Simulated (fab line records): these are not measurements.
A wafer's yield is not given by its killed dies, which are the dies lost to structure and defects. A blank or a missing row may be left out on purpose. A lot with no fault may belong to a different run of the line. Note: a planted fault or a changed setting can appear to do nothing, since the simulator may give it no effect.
A struck lot beside a sound one / flow sfqLine / 14 out of 325 route steps
Sound: these wafers, L586.1, L586.3, L586.6. Wafers struck: L576.1, L576.4, L576.6. At the end, the cause is stated.
Each step with rows lists, per side, the tool, then ch with its chambers, then its first start. Under that, the readings that differ: sound wafers / struck wafers / difference of the means / sigmas: that difference in standard deviations of wafers without a fault.
alike: readings with means less than 2 such deviations apart, plus words and numbers identical on both sides. not compared: withheld readings, readings lacking a value on some wafer, bounds such as >300 that could conceal the same value, and numbers that have no deviation in the record and whose values overlap.
The two part at a step that has a row with sigmas, a row that says differs or no value, or rows on one side only. Numbers that don't overlap but have no deviation are shown without sigmas and don't part them. Lack of a reading on every wafer of one side parts them only where that side has two or more wafers.

SFQ_TRILAYER_A5B_CMP_CMP_130: polishes, stops on Nb, target thk 340.7 nm.
  sound on cmp-02 ch 0,1,3, day 67 16:09; struck on cmp-01 ch 0,2, day 61 21:46
  alike: motorCurrentA, slurryFilterDpKPa
SFQ_TRILAYER_A5B_METRO_MEASURE_131:
  sound on filmMetro-04, day 67 19:09; struck on filmMetro-01, day 62 00:46
  alike: thkNm
SFQ_TRILAYER_R5_DEP_SPUTTER_132: material Ti, target thk 5 nm, time 5 s.
  sound on pvdSputter-04, day 67 20:21; struck on pvdSputter-04, day 62 01:58
  alike: basePressurePa, throttleValvePct
SFQ_TRILAYER_R5_DEP_SPUTTER_133: material MoNx, target thk 40 nm, time 66.7 s.
  sound on pvdSputter-04, day 67 20:22; struck on pvdSputter-04, day 62 01:59
  alike: basePressurePa, throttleValvePct
SFQ_TRILAYER_R5_DEP_SPUTTER_134: material Ti, target thk 5 nm, time 5 s.
  sound on pvdSputter-04, day 67 20:25; struck on pvdSputter-04, day 62 02:03
  alike: basePressurePa, throttleValvePct
SFQ_R5_RS_MEAS_933: uses a four-point probe to measure.
  sound on filmMetro-03, day 67 20:26; struck on filmMetro-03, day 62 02:04
  alike: R5_MONX_RS
SFQ_R5_THK_MEAS_934: measures by xrf.
  sound on filmMetro-03, day 67 20:34; struck on filmMetro-03, day 62 02:11
  alike: R5_MONX_THK
then, 5 steps without rows for these wafers: SFQ_TRILAYER_R5_LITHO_COAT_141 (resist thk 62 nm); SFQ_TRILAYER_R5_LITHO_COAT_136 (resist thk 600 nm); SFQ_TRILAYER_R5_LITHO_SOFTBAKE_140; SFQ_TRILAYER_R5_LITHO_EXPOSE_137 (exposes mask R5, target cd 500 nm); SFQ_TRILAYER_R5_LITHO_PEB_139 (peb time 60 s).
-- the record jumps here: 5 days lie between the struck wafers' starts before and after --
SFQ_TRILAYER_R5_LITHO_DEVELOP_138: time 60 s.
  sound on lithoTrack-02 ch 0, day 71 19:37; struck on lithoTrack-02, day 66 15:02
  no value came back on the struck wafers for chillPlateTempC (C), exhaustPa (Pa), resistLineTempC (C); on the sound wafers chillPlateTempC (C) reads 22.91 22.96 22.98
reading=model.KrF_of_TRILAYER_R5_LITHO_COAT_136.thkNm (nm); sound=572.5 573.1 574; struck=598.7 599 599; difference=+25.7; sigmas=
SFQ_R5_OVL_MEAS_935:
  sound on overlay-02, day 71 19:46; struck on overlay-02, day 66 15:11
reading=R5_OVL (nm); sound=-5 -9 -1; struck=- - -; difference=no value on the struck wafers; sigmas=

## WHERE THEY PART
First at SFQ_TRILAYER_R5_LITHO_DEVELOP_138; last, within this record, at SFQ_R5_OVL_MEAS_935.

WHY: whatever the simulator had introduced
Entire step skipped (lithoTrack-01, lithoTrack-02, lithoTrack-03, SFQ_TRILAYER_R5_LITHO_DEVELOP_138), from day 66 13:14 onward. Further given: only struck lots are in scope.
